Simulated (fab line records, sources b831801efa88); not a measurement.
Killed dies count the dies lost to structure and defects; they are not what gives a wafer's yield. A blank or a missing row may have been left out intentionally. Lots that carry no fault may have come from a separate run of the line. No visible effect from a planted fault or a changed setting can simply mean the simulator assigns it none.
Which tool was responsible? ; flow sky130 ; 21 wafers sampled from 7 lots at 1 step of a route of 708

WHAT THE GAUGES READ, wafer by wafer
SKY_GATE_OXIDE_OVL_MEAS_10.
lot;measured;on;GATE_OXIDE_OVL (nm)
L267;day 14 01:02;overlay-01;-1.0 -0.4 -1.0
L269;day 14 18:58;overlay-01;-1.5 -0.6 -0.6
L271;day 15 18:11;overlay-02;-0.1 -1.5 0.4
L273;day 16 11:39;overlay-01;3.0 2.4 2.6
L282;day 19 12:17;overlay-02;-1.8 1.4 1.6
L284;day 20 05:59;overlay-01;-2.6 0.6 -1.9
L287;day 21 12:20;overlay-01;-1.9 -1.2 -3.5

EACH LOT AND THE TOOL THAT RAN IT (in order: tool; ch and the chambers of the sampled wafers; start)
There is no process step in the record ahead of these readings.

THE ANSWER, worked out from the rows above alone
Rule: usual is defined by the lots themselves. The widest of any qualifying gaps counts: lots, ordered by their means at a reading, are off when they make up no more than a third of the lots, leave a main group of 4 or more, and stand apart from it by 3 or more times the standard deviation of that group's means. Not used: any main group whose means are identical at the precision the tables above print for the reading. A lot without any number at a reading at which 4 lots or more have one is off too. Any other lot the step has rows for is counted as sound.
No lot is off on any of the readings shown, so nothing can be concluded from this.

WHAT THE SIMULATOR HAD PUT IN
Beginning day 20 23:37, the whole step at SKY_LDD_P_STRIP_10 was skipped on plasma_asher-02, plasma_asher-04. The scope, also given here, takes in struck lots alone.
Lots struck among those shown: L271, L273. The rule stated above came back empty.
